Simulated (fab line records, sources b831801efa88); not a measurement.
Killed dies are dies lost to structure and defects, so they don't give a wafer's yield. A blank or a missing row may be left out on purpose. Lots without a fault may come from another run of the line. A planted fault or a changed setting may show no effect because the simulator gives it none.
Which tool did it? | flow sky130 | 12 lots, 36 wafers sampled, at 4 steps of a route of 708

WHAT THE GAUGES READ, wafer by wafer
SKY_VIA3_BOW_MEAS_03. Usual: VIA3_BOW 82 um, standard deviation 7.7.
lot  | measured     | on            | VIA3_BOW (um) | flag
L970 | day 38 15:38 | film_metro-04 | 86 72 88      |
L971 | day 39 15:01 | film_metro-02 | 86 82 79      |
L972 | day 39 16:07 | film_metro-04 | 82 80 78      |
L973 | day 39 17:55 | film_metro-03 | 80 95 89      |
L975 | day 40 10:52 | film_metro-04 | 77 84 76      |
L978 | day 41 12:27 | film_metro-02 | 82 75 82      |
L980 | day 41 21:15 | film_metro-04 | 76 77 91      |
L979 | day 41 22:10 | film_metro-03 | 67 68 81      |
L981 | day 42 02:38 | film_metro-04 | 89 89 84      |
L985 | day 43 10:34 | film_metro-04 | 84 89 74      |
L986 | day 43 15:24 | film_metro-04 | 91 92 89      |
L990 | day 44 13:02 | film_metro-02 | 71 73 71      |

SKY_CAP2M_RS_MEAS_03: measures by four-point-probe. Usual: CAP2M_TIN_RS 6.89 ohm/sq, standard deviation 0.065.
lot  | measured     | on            | CAP2M_TIN_RS (ohm/sq) | flag
L970 | day 39 18:04 | film_metro-01 | 6.88 6.79 6.85        |
L971 | day 40 17:42 | film_metro-01 | 6.87 6.87 6.83        |
L972 | day 40 18:16 | film_metro-03 | 6.84 6.80 6.90        |
L973 | day 40 19:53 | film_metro-03 | 7.00 6.93 6.85        |
L975 | day 41 12:06 | film_metro-04 | 6.81 6.76 6.84        |
L978 | day 42 13:35 | film_metro-04 | 6.75 6.88 6.88        |
L980 | day 42 22:43 | film_metro-01 | 7.01 6.98 6.99        |
L979 | day 42 23:28 | film_metro-01 | 6.88 6.93 6.95        |
L981 | day 43 03:37 | film_metro-03 | 6.90 6.80 6.84        |
L985 | day 44 11:04 | film_metro-01 | 6.99 6.90 6.91        |
L986 | day 44 15:20 | film_metro-04 | 7.00 6.96 7.01        |
L990 | day 45 12:44 | film_metro-01 | 6.86 6.95 6.96        |

WHICH TOOL RAN EACH LOT (tool, then ch and the chambers of the sampled wafers, then the start)
lot  | SKY_METAL1_SPUTTER_02        | SKY_VIA3_CMP_24
L970 | pvd_sputter-04, day 31 18:05 | cmp-01 ch 0,3, day 39 17:19
L971 | pvd_sputter-02, day 32 20:15 | cmp-01 ch 0,1,3, day 40 17:10
L972 | pvd_sputter-02, day 32 20:59 | cmp-01 ch 0,1,3, day 40 17:37
L973 | pvd_sputter-01, day 32 21:53 | cmp-02 ch 1,2,3, day 40 19:17
L975 | pvd_sputter-01, day 33 16:03 | cmp-01 ch 0,2, day 41 11:27
L978 | pvd_sputter-01, day 34 20:04 | cmp-02 ch 0,2,3, day 42 12:56
L980 | pvd_sputter-01, day 35 05:24 | cmp-02 ch 0,1,2, day 42 22:10
L979 | pvd_sputter-02, day 35 06:06 | cmp-01 ch 0,1,3, day 42 22:54
L981 | pvd_sputter-04, day 35 11:36 | cmp-02 ch 0,1,2, day 43 02:59
L985 | pvd_sputter-01, day 37 00:06 | cmp-01 ch 0,1, day 44 10:26
L986 | pvd_sputter-01, day 37 05:33 | cmp-01 ch 0,1,3, day 44 14:46
L990 | pvd_sputter-01, day 38 07:55 | cmp-02 ch 0,2,3, day 45 12:13
- SKY_METAL1_SPUTTER_02: material AlCu, target thk 250 nm, time 13.3 s.
- SKY_VIA3_CMP_24: polishes, stops on SiO2, t overpolish 20 s, target thk 0 nm.

WHAT THE TOOLS THEMSELVES READ (means of the sampled wafers that have a number; where no wafer has one, the mark that the record gives instead)
SKY_METAL1_SPUTTER_02. Usual: cathode_dc_power_W 10600 W, standard deviation 1.8; throttle_valve_pct 30.1 %, standard deviation 0.87.
lot  | tool           | cathode_dc_power_W (W) | throttle_valve_pct (%) | flag
L970 | pvd_sputter-04 | 10601                  | 30.2                   |
L971 | pvd_sputter-02 | 10600                  | 30.2                   |
L972 | pvd_sputter-02 | 10600                  | 29.8                   |
L973 | pvd_sputter-01 | 10600                  | 29.9                   |
L975 | pvd_sputter-01 | 10598                  | 30.1                   |
L978 | pvd_sputter-01 | 10600                  | 29.9                   |
L980 | pvd_sputter-01 | 10601                  | 30.1                   |
L979 | pvd_sputter-02 | 10601                  | 30.2                   |
L981 | pvd_sputter-04 | 10601                  | 30.1                   |
L985 | pvd_sputter-01 | 10598                  | 29.7                   |
L986 | pvd_sputter-01 | 10599                  | 29.3                   |
L990 | pvd_sputter-01 | 10600                  | 29.3                   |

SKY_VIA3_CMP_24. Usual: motor_current_A 10.8 A, standard deviation 0.83; overpolish_run_s 20.000 s, standard deviation 0.0092; time_to_endpoint_s 95.1 s, standard deviation 2.3.
lot  | tool   | motor_current_A (A) | overpolish_run_s (s) | time_to_endpoint_s (s) | flag
L970 | cmp-01 | 10.7                | 20.000               | 97.4                   |
L971 | cmp-01 | 11.0                | 20.003               | 96.2                   |
L972 | cmp-01 | 11.0                | 20.011               | 93.6                   |
L973 | cmp-02 | 11.2                | 19.999               | 94.4                   |
L975 | cmp-01 | 10.4                | 20.004               | 95.7                   |
L978 | cmp-02 | 10.7                | 19.993               | 98.0                   |
L980 | cmp-02 | 11.8                | 19.992               | 96.0                   |
L979 | cmp-01 | 10.5                | 20.001               | 95.0                   |
L981 | cmp-02 | 11.4                | 19.997               | 94.5                   |
L985 | cmp-01 | 10.6                | 20.001               | 93.5                   |
L986 | cmp-01 | 10.7                | 19.988               | 95.4                   |
L990 | cmp-02 | 10.9                | 19.999               | 93.9                   |

THE ANSWER, worked out from the rows above alone
Rule: a lot is off if the mean of its wafers that have a number lies more than 3 standard deviations from the usual mean. A lot without any number at a reading at which 4 lots or more have one is off too. The other lots that the step has rows for count as sound. The gauges are gone through in route order, then the tools' own readings, and for those a lot's mean is taken as printed above. The first step at which some lot is off is used, and at that step the reading that is off furthest; a lot without a number counts as furthest.
No lot is off at any reading shown: from this, nothing can be told.

WHAT THE SIMULATOR HAD PUT IN
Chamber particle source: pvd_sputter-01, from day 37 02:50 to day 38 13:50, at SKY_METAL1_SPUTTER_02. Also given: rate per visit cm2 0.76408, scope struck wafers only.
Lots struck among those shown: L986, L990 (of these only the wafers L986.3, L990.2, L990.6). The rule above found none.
